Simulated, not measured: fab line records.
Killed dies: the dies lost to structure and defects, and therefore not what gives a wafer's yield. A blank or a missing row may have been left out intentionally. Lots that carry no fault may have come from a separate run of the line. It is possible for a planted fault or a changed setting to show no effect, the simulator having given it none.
A struck lot beside a sound one | flow sky130 | 36 out of 708 route steps
Sound: these wafers, L399.1, L399.5, L399.6. Wafers struck: L412.3, L412.4, L412.6. The cause is named last.
Each step with rows lists, per side, the tool, then ch with its chambers, then its first start. Under that, the readings that differ: sound wafers | struck wafers | difference of the means | sigmas: that difference in standard deviations of wafers without a fault.
alike: same words and numbers on both sides, and readings whose means sit less than 2 such deviations apart. not compared: any withheld reading, any reading some wafer has no value for, any bound like >300 that may hide the same value, and any number with overlapping values for which the record gives no deviation.
The two part at a step that has a row with sigmas, a row that says differs or no value, or rows on one side only. Non-overlapping numbers with no deviation appear without sigmas and do not part them. Lack of a reading on every wafer of one side parts them only where that side has two or more wafers.

first, 10 steps without rows for these wafers: SKY_POLY_CUT_ETCH_10 (etches BARC in N2/H2, stops on SiO2, time 45.9 s, target depth 60 nm); SKY_POLY_CUT_ETCH_11 (etches Si3N4 in CF4/CH2F2/Ar, stops on poly-Si, time 42.5 s, target depth 60 nm); SKY_POLY_CUT_STRIP_12 (strips in O2/N2); SKY_SD_P_DEHYDRATE_00 (time 60 s); SKY_SD_P_HMDS_01 (prime time 60 s); SKY_SD_P_COAT_02 (resist thk 1140 nm); SKY_SD_P_SOFTBAKE_03 (time 60 s); SKY_SD_P_EXPOSE_04 (exposes mask PSDM, target cd 380 nm); SKY_SD_P_PEB_05; SKY_SD_P_DEVELOP_06 (develop time 60 s).
SKY_SD_P_IMPLANT_09:
  sound on implanter-03 ch 0, day 28 06:35; struck on implanter-03 ch 0, day 33 20:41
  reading       | sound                            | struck                         | difference  | sigmas
  beam-on-s (s) | 12.52 12.78 12.89                | 20.43 20.62 19.54              | +7.47       | +28
  dose-ions-cm2 | 2.9999e+15 2.9972e+15 3.0033e+15 | 4.7755e+15 4.773e+15 4.773e+15 | +1.7737e+15 | +99 or more
  alike: faraday-current-uA
SKY_SD_P_STRIP_10: strips in O2/N2.
  sound on plasma-asher-04 ch 0,1, day 28 06:44; struck on plasma-asher-01 ch 0,1, day 33 20:49
  reading                      | sound             | struck            | difference | sigmas
  oes-product-au (a.u.)        | 0.621 0.622 0.623 | 0.593 0.595 0.591 | -0.029     | -6
  strip-time-to-endpoint-s (s) | 17.54 17.50 17.52 | 18.45 18.42 18.46 | +0.92      | +23
  alike: chamber-pressure-mTorr, drypump-motor-current-A
  not compared: rf-hours-counter-h
SKY_SD_P_TW_MEAS_11:
  sound on film-metro-03, day 28 06:52; struck on film-metro-04, day 33 20:55
  reading | sound          | struck         | difference | sigmas
  SD_P_TW | 2798 2785 2810 | 3060 3047 3048 | +254       | +9
then, 21 steps without rows for these wafers: SKY_RES_XHIGH_DEHYDRATE_00 (time 60 s); SKY_RES_XHIGH_HMDS_01 (prime time 60 s); SKY_RES_XHIGH_COAT_02 (resist thk 1140 nm); SKY_RES_XHIGH_SOFTBAKE_03 (time 60 s); SKY_RES_XHIGH_EXPOSE_04 (exposes mask URPM, target cd 1270 nm); SKY_RES_XHIGH_PEB_05; SKY_RES_XHIGH_DEVELOP_06 (develop time 60 s); SKY_RES_XHIGH_IMPLANT_07; SKY_RES_XHIGH_STRIP_08 (strips in O2/N2); SKY_SD_N_DEHYDRATE_00 (time 60 s); SKY_SD_N_HMDS_01 (prime time 60 s); SKY_SD_N_COAT_02 (resist thk 1140 nm); SKY_SD_N_SOFTBAKE_03 (time 60 s); SKY_SD_N_EXPOSE_04 (exposes mask NSDM, target cd 380 nm); SKY_SD_N_PEB_05; SKY_SD_N_DEVELOP_06 (develop time 60 s); SKY_SD_N_IMPLANT_09; SKY_SD_N_IMPLANT_10; SKY_SD_N_STRIP_11 (strips in O2/N2); SKY_SD_N_CLEAN_13 (cleans in SC1/SC2, time 150 s); SKY_SD_N_RTA_14 (time 2 s).
-- the record jumps here: 2 days lie between the struck wafers' starts before and after --
SKY_SD_N_RS_MEAS_17: a four-point-probe measurement.
  sound on film-metro-02, day 30 15:23; struck on film-metro-03, day 36 00:50
  reading          | sound             | struck            | difference | sigmas
  SD_P_RS (ohm/sq) | 146.8 146.5 146.9 | 140.5 140.9 140.8 | -6.0       | -16
-- record jumps: 16 days separate the struck wafers' starts on either side; left off in module SD_N, taken up again in module PAD_OPEN, whose first shown step is the route's number 708 --
SKY_PAD_OPEN_PROBE_99:
  sound on prober-01, day 47 21:02; struck on prober-01, day 51 13:25
  reading                             | sound             | struck            | difference | sigmas
  model.etest.res-high-po.line-ohm-um | 758.8 759.9 774   | 590.4 585.2 586.1 | -177.0     |
  model.etest.res-pdiff.line-ohm-um   | 1379 1363 1352    | 1200 1225 1218    | -150       |
  model.etest.pfet_01v8.r-on-ohm-um   | 2994 2906 2902    | 2721 2717 2728    | -212       |
  model.etest.licon-high-po.rc-ohm    | 356.3 345.8 364.1 | 231.6 230.5 219.7 | -128.1     |
  model.etest.licon-pdiff.rc-ohm      | 597.7 567.8 599.7 | 492.6 508.1 501.3 | -87.7      |
  model.etest.res-high-po.rs-ohm-sq   | 270.1 265.2 269   | 207.2 204.1 205.7 | -62.4      |
  model.etest.res-pdiff-hv.rs-ohm-sq  | 191.5 191.7 191.4 | 166 168.3 166.9   | -24        |
  model.etest.res-pdiff.rs-ohm-sq     | 195.4 197.1 196.7 | 173.1 173.6 173.8 | -22.9      |
  alike: killed_at_M0_to_M3, killed_at_M4_up, killed-at-contacts, killed-at-front-end, killed-at-other, killed-dies, killed-open, killed-short

WHERE THEY PART
At SKY_SD_P_IMPLANT_09 first; at SKY_SD_N_RS_MEAS_17 last (within this record only). Later steps at which nothing parts them and some readings are alike: SKY_PAD_OPEN_PROBE_99.

WHY: what the simulator had put in
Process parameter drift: implanter-03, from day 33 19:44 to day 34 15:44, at SKY_SD_P_IMPLANT_09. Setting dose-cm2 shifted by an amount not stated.
